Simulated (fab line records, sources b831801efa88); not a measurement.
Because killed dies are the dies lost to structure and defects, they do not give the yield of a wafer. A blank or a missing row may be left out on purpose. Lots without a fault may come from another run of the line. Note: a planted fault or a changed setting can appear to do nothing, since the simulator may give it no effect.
What tool caused it? + flow sky130 + 37 wafers from 13 lots sampled at 5 of the route's 708 steps

## WHAT THE GAUGES SHOWED, per wafer
SKY_LDD_HVP_TW_MEAS_10.
| lot  | measured     | on            | LDD_HVP_TW  |
|------|--------------|---------------|-------------|
| L927 | day 22 08:13 | film_metro-04 | 455 455 455 |
| L928 | day 23 00:09 | film_metro-02 | 461 461 463 |
| L931 | day 23 22:08 | film_metro-02 | 460 463 462 |
| L932 | day 24 03:36 | film_metro-02 | 458 462 461 |
| L934 | day 24 16:52 | film_metro-02 | 461 459 462 |
| L933 | day 24 17:10 | film_metro-04 | 455 453     |
| L936 | day 25 21:29 | film_metro-02 | 460 459     |
| L943 | day 27 21:58 | film_metro-02 | 462 464 463 |
| L944 | day 28 12:47 | film_metro-02 | 459 458 456 |
| L945 | day 28 17:11 | film_metro-04 | 453 454 454 |
| L947 | day 29 11:22 | film_metro-03 | 457 459 454 |
| L949 | day 29 20:19 | film_metro-04 | 454 456 455 |
| L950 | day 29 22:41 | film_metro-02 | 460 461 460 |

SKY_POLY_CUT_OVL_MEAS_09.
| lot  | measured     | on         | POLY_CUT_OVL (nm) |
|------|--------------|------------|-------------------|
| L927 | day 25 00:54 | overlay-02 | -2 -2 -3          |
| L928 | day 25 15:46 | overlay-01 | -13 -9 -11        |
| L931 | day 26 12:36 | overlay-01 | -1 -7 -7          |
| L932 | day 26 17:37 | overlay-02 | 2 0 0             |
| L934 | day 27 07:34 | overlay-02 | -9 -9 -8          |
| L933 | day 27 07:55 | overlay-02 | -3 -3             |
| L936 | day 28 10:13 | overlay-02 | -2 -3             |
| L943 | day 30 08:55 | overlay-01 | -3 -1 -1          |
| L944 | day 31 01:34 | overlay-02 | 6 -4 -2           |
| L945 | day 31 04:19 | overlay-01 | 1 -4 3            |
| L947 | day 31 21:49 | overlay-02 | -5 -9 -8          |
| L949 | day 32 06:28 | overlay-01 | -3 -3 -4          |
| L950 | day 32 08:01 | overlay-02 | -1 1 -3           |

SKY_SD_P_CD_MEAS_07: target cd 380 nm.
| lot  | measured     | on        | cd_nm (nm)        |
|------|--------------|-----------|-------------------|
| L927 | day 26 07:19 | cd_sem-01 | 380.9 380.5 379.7 |
| L928 | day 26 21:37 | cd_sem-01 | 378.0 379.0 377.4 |
| L931 | day 27 18:11 | cd_sem-01 | 382.9 381.9 381.2 |
| L932 | day 27 23:13 | cd_sem-02 | 375.4 379.6 377.9 |
| L934 | day 28 12:58 | cd_sem-01 | 377.1 375.9 379.7 |
| L933 | day 28 13:20 | cd_sem-02 | 379.1 363.8       |
| L936 | day 29 15:05 | cd_sem-01 | 380.7 361.3       |
| L943 | day 31 13:23 | cd_sem-01 | 378.3 378.3 376.1 |
| L944 | day 32 05:51 | cd_sem-01 | 381.7 381.5 382.1 |
| L945 | day 32 07:51 | cd_sem-02 | 379.6 378.7 383.3 |
| L947 | day 33 00:56 | cd_sem-02 | 380.8 379.9 381.6 |
| L949 | day 33 10:04 | cd_sem-01 | 376.1 377.6 376.1 |
| L950 | day 33 11:41 | cd_sem-01 | 378.0 377.8 376.9 |

## WHAT TOOL EACH LOT RAN ON (gives the tool, then ch and the chambers of the sampled wafers, and finally the start)
| lot  | SKY_LDD_P_STRIP_10                   | SKY_SD_P_EXPOSE_04                  |
|------|--------------------------------------|-------------------------------------|
| L927 | plasma_asher-01 ch 0,1, day 19 17:38 | iline_stepper-02 ch 0, day 25 17:01 |
| L928 | plasma_asher-04 ch 0,1, day 20 10:05 | iline_stepper-01 ch 0, day 26 06:40 |
| L931 | plasma_asher-01 ch 0,1, day 21 07:53 | iline_stepper-02 ch 0, day 27 04:01 |
| L932 | plasma_asher-04 ch 0,1, day 21 15:03 | iline_stepper-01 ch 0, day 27 08:48 |
| L934 | plasma_asher-04 ch 0,1, day 22 03:23 | iline_stepper-02 ch 0, day 27 22:24 |
| L933 | plasma_asher-02 ch 1, day 22 03:33   | iline_stepper-02 ch 0, day 27 22:44 |
| L936 | plasma_asher-01 ch 0,1, day 23 08:14 | iline_stepper-02 ch 0, day 29 00:43 |
| L943 | plasma_asher-01 ch 0,1, day 25 09:36 | iline_stepper-01 ch 0, day 30 23:25 |
| L944 | plasma_asher-04 ch 0,1, day 26 00:56 | iline_stepper-01 ch 0, day 31 15:52 |
| L945 | plasma_asher-02 ch 0,1, day 26 05:50 | iline_stepper-02 ch 0, day 31 18:26 |
| L947 | plasma_asher-02 ch 0,1, day 27 01:16 | iline_stepper-02 ch 0, day 32 11:34 |
| L949 | plasma_asher-02 ch 0,1, day 27 10:05 | iline_stepper-01 ch 0, day 32 20:37 |
| L950 | plasma_asher-04 ch 0,1, day 27 12:50 | iline_stepper-02 ch 0, day 32 22:02 |
- SKY_LDD_P_STRIP_10: strips in O2/N2.
- SKY_SD_P_EXPOSE_04: exposes mask PSDM, target cd 380 nm.

## AS READ BY THE TOOLS THEMSELVES (means over the sampled wafers that have a number; for cases with no such wafer, the mark the record gives instead)
SKY_LDD_P_STRIP_10.
| lot  | tool            | drypump_motor_current_A (A) | oes_product_au (a.u.) | strip_time_to_endpoint_s (s) |
|------|-----------------|-----------------------------|-----------------------|------------------------------|
| L927 | plasma_asher-01 | 5.6                         | 0.719                 | 14.11                        |
| L928 | plasma_asher-04 | 6.3                         | 0.715                 | 14.13                        |
| L931 | plasma_asher-01 | 5.3                         | 0.716                 | 14.14                        |
| L932 | plasma_asher-04 | 6.3                         | 0.716                 | 14.20                        |
| L934 | plasma_asher-04 | 6.2                         | 0.712                 | 14.14                        |
| L933 | plasma_asher-02 | 5.2                         | 0.716                 | 14.23                        |
| L936 | plasma_asher-01 | 5.5                         | 0.714                 | 14.16                        |
| L943 | plasma_asher-01 | 5.3                         | 0.715                 | 14.16                        |
| L944 | plasma_asher-04 | 6.3                         | 0.714                 | 14.08                        |
| L945 | plasma_asher-02 | 5.3                         | 0.716                 | 14.17                        |
| L947 | plasma_asher-02 | 5.4                         | 0.714                 | 14.20                        |
| L949 | plasma_asher-02 | 5.4                         | 0.713                 | 14.17                        |
| L950 | plasma_asher-04 | 6.3                         | 0.717                 | 14.22                        |

## THE ANSWER, worked out from the rows above alone
Rule: the lots themselves supply what counts as usual. The widest of any qualifying gaps counts: lots, ordered by their means at a reading, are off when they make up no more than a third of the lots, leave a main group of 4 or more, and stand apart from it by 3 or more times the standard deviation of that group's means. A main group is skipped when, at the precision printed for the reading in the tables above, its means are all equal. A lot without any number at a reading at which 4 lots or more have one is off too. Where the step has rows for the other lots, those lots are counted as sound. After the gauges, taken in route order, come the tools' own readings; for these a lot's mean is taken, as printed above. The first step at which some lot is off is used, and at that step the reading that is off furthest; a lot without a number counts as furthest.
None of the lots is off at any reading shown; this tells nothing.

## WHAT HAD BEEN PUT IN BY THE SIMULATOR
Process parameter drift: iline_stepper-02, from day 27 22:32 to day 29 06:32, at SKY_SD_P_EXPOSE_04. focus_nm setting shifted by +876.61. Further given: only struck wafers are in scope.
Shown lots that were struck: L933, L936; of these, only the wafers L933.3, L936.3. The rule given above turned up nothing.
